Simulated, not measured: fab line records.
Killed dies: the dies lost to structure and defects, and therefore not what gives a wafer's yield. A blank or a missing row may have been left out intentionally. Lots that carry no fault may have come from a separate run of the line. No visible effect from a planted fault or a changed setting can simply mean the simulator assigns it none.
Chamber matching	flow sky130	4 sister chambers for SKY_VIA3_CMP_02 on cmp-02
The step polishes SiO2. 4 wafers are shown with their chamber, then 8 later ones without.

== WAFERS PAIRED WITH THEIR CHAMBERS ==
wafer	chamber	motor-current-A (A)
L554.3	3	10.7
L567.5	1	12.7
L567.6	0	14.7
L568.2	2	12.3

== WAFERS WITHOUT THEIR CHAMBER ==
wafer	motor-current-A (A)
L568.3	15.1
L568.5	10.8
L570.1	12.6
L570.5	12.7
L570.6	12.4
L572.1	12.9
L572.2	14.9
L572.3	12.3

== WHICH CHAMBER EACH ONE RAN IN ==
wafer	from the rows above	in truth
L568.3	0	0
L568.5	3	3
L570.1	can't be placed: 1 or 2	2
L570.5	1	1
L570.6	can't be placed: 2 or 1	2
L572.1	1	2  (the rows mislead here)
L572.2	0	0
L572.3	2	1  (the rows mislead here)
Correct placement for 4 of the 8. Not placeable from these rows: 2 (in 2, the candidates include the true chamber). Number placed wrongly: 2.
How it was worked out, from the rows above alone: a wafer's distance from a chamber is the root of the sum, over the readings, of the square of ((its reading less the chamber's mean) divided by the reading's scatter). If the next closest chamber is less than 2 further off than the closest, the wafer can't be placed; otherwise it belongs to the closest. For every chamber, the mean is computed from those of its wafers that are shown. The scatter: root of mean squared gap, hidden wafer to nearest shown wafer, with one shown wafer a chamber.
